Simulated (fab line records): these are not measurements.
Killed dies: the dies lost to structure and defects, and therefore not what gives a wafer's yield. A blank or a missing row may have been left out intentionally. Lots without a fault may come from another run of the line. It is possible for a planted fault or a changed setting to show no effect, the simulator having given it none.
Problem report in the 8D (eight disciplines) form, filled by code / flow sky130 / the parts of the form that need people (team, actions taken, sign-off) are left out

== 1. WHAT WENT WRONG ==
SONOS_ONO_OXIDATION_THK at SKY_SONOS_ONO_THK_MEAS_01 reads a mean of 2.13 nm on 6 wafers of 2 lots; wafers without a fault read 2.59 nm with a standard deviation of 0.059. That puts it -7.8 standard deviations away from the usual mean.
Earliest sighting: wafer L406.2 on film_metro-03 at day 14 10:59. The record holds 39 wafers of 13 lots with a number at this step. By rule, "out" or "out of limits" means more than 4 standard deviations away from the usual mean. All remaining wafers that have a number are taken as sound.

== 2. WHAT IT IS; WHAT IT IS NOT ==
question=which readings at this step | is=SONOS_ONO_OXIDATION_THK | is not=-
question=which lots | is=L406, L407 | is not=L397, L398, L411, L412, L413, L414, L415, L416, L417, L418, L419
question=which wafers of those lots | is=all that have a number | is not=-
question=read on which gauges | is=film_metro-03 | is not=film_metro-02, film_metro-04
question=when | is=from day 14 10:59 | is not=up to then (6 sound wafers); but 27 sound wafers of L411, L412, L413, L414, L415, L416, L417, L418, L419 came after

== 3. WHAT RULES OUT EACH SUSPECT ==
Counting: a tool at a process step up to the reading stays a suspect if it ran every lot that is out and no sound lot after the first of them.
- the gauge at SKY_SONOS_ONO_THK_MEAS_01: kept. All the wafers that are out were read on film_metro-03, and no step on other tools shows them out.
- rtp_anneal-01 at SKY_NWELL_RTA_28 (time 30 s): ruled out as a lasting fault. The sound lots L411, L413, L414, L417, L419 went through it after L406, its earliest lot that is out (day 7 12:52).
- furnace-01 at SKY_SONOS_ONO_OXIDATION_00 (stabilise 600 s, purge 300 s, target thk 2.6 nm): ruled out as a lasting fault. The sound lots L417, L418 went through it after L406, its earliest lot that is out (day 14 09:38).
Remaining after the count: film_metro-03 at SKY_SONOS_ONO_THK_MEAS_01.

== 4. THE CAUSE (what the simulator had put in) ==
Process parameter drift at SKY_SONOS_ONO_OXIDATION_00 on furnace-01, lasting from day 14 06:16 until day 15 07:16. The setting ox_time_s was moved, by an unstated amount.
It was ruled out by counting, in error; the rule expects a fault to strike all lots run on its tool from its start on, and this fault did not.

== 5. SEQUENCE OF EFFECTS, ordered by route ==
One row per reading whose mean, taken over the struck wafers that have a number, lies over 3 standard deviations from the usual. Only readings whose record carries a usual standard deviation are examined. hours: median over the lots of the time between each lot's start at the first step of this table that gives one and its start at this step. sigmas: the change, counted in usual standard deviations.
hours=0; step=SKY_SONOS_ONO_THK_MEAS_01; reading=SONOS_ONO_OXIDATION_THK; usual=2.59 nm; on struck wafers=2.13; change=-0.46; sigmas=-7.8
Later measuring or inspecting steps at which every struck wafer that the step has a row for has a number for every such reading, and none has moved that far: SKY_SONOS_ONO_OVL_MEAS_14.

== 6. WHAT WOULD HAVE CAUGHT IT SOONER ==
In this record the first reading out of limits at a measuring or inspecting step was taken at day 14 10:59, 5 hours after the fault began at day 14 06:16.
